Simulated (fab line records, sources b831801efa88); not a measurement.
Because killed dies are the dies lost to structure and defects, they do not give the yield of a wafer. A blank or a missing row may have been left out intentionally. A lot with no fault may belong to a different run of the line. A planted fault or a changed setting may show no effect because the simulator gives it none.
A lot that was struck, set against a sound lot	flow sky130	18 steps out of a route of 708
Sound: the wafers L499.1, L499.2, L499.3. Wafers struck: L510.2, L510.3, L510.5. The cause is given at the end.
Order at every step that has rows: each side's tool, ch and its chambers, its first start. Under that, the readings that differ: sound wafers	struck wafers	difference of the means	sigmas: that difference in standard deviations of wafers without a fault.
alike: words and numbers the same on both sides, and readings whose means are apart by under 2 such deviations; not compared: readings that were withheld, readings missing a value for some wafer, numbers with overlapping values and no deviation given by the record, and bounds like >300 which may hide the same value.
Wherever a step has rows on one side only, a row that says differs or no value, or a row with sigmas, the two part there. Numbers that have no deviation but don't overlap get no sigmas and don't part them. A reading missing from all wafers of one side parts the sides only when that side holds two or more wafers.

first, 4 steps without rows for these wafers: SKY_VT_ADJUST_LVTN_SOFTBAKE_03; SKY_VT_ADJUST_LVTN_EXPOSE_04 (exposes mask NWM COMPLEMENT LESS NATIVE, target cd 840 nm); SKY_VT_ADJUST_LVTN_PEB_05; SKY_VT_ADJUST_LVTN_DEVELOP_06 (develop time 60 s).
SKY_VT_ADJUST_LVTN_OVL_MEAS_07:
  struck on overlay-01, day 10 11:07; sound on overlay-02, day 7 03:13
  alike: VT_ADJUST_LVTN_OVL
after that, 1 step had no rows for these wafers: SKY_VT_ADJUST_LVTN_IMPLANT_08.
SKY_VT_ADJUST_LVTN_STRIP_09: strips in O2/N2.
  sound on plasma_asher-02 ch 0,1, day 7 03:24; struck on plasma_asher-02 ch 1, day 10 11:18
  alike: drypump_motor_current_A, oes_product_au, strip_time_to_endpoint_s
  not compared: rf_hours_counter_h
SKY_VT_ADJUST_LVTN_TW_MEAS_10:
  struck on film_metro-02, day 10 11:25; sound on film_metro-02, day 7 03:30
  alike: VT_ADJUST_LVTN_TW
then, 4 steps without rows for these wafers: SKY_VT_ADJUST_LVTN_DEHYDRATE_11 (time 60 s); SKY_VT_ADJUST_LVTN_HMDS_12 (prime time 60 s); SKY_VT_ADJUST_LVTN_COAT_13 (resist thk 1140 nm); SKY_VT_ADJUST_LVTN_SOFTBAKE_14 (time 60 s).
SKY_VT_ADJUST_LVTN_EXPOSE_15: exposes mask HVN STD DERIVED, target cd 600 nm.
  sound on iline_stepper-02 ch 0, day 7 14:01; struck on iline_stepper-02 ch 0, day 10 22:48
reading	sound	struck	difference	sigmas
model.VT_ADJUST_LVTN.overlay_x_nm (nm)	0.219 0.219 0.219	163.5 163.5 163.5	+163.3	
  alike: mask, exposure_dose_mJ_cm2
then, 2 steps without rows for these wafers: SKY_VT_ADJUST_LVTN_PEB_16; SKY_VT_ADJUST_LVTN_DEVELOP_17 (develop time 60 s).
SKY_VT_ADJUST_LVTN_OVL_MEAS_18:
  struck on overlay-02, day 11 10:22; sound on overlay-02, day 7 23:25
reading	sound	struck	difference	sigmas
VT_ADJUST_LVTN_01_OVL (nm)	0.3 -1.0 0.7	161.7 160.9 163.1	+161.9	+99 or more
after that, 1 step had no rows for these wafers: SKY_VT_ADJUST_LVTN_IMPLANT_19.
-- record jumps: 38 days separate the struck wafers' starts on either side; left off in module VT_ADJUST_LVTN, taken up again in module PAD_OPEN, whose first shown step is the route's number 708 --
SKY_PAD_OPEN_PROBE_99:
  struck on prober-02, day 49 10:37; sound on prober-01, day 46 08:07
  alike: killed_at_M0_to_M3, killed_at_M4_up, killed_at_contacts, killed_at_front_end, killed_at_other, killed_dies, killed_open, killed_short

WHERE THEY PART
Only at SKY_VT_ADJUST_LVTN_OVL_MEAS_18, as far as this record shows. Later steps at which nothing parts them and some readings are alike: SKY_PAD_OPEN_PROBE_99.

WHY: what the simulator had put in
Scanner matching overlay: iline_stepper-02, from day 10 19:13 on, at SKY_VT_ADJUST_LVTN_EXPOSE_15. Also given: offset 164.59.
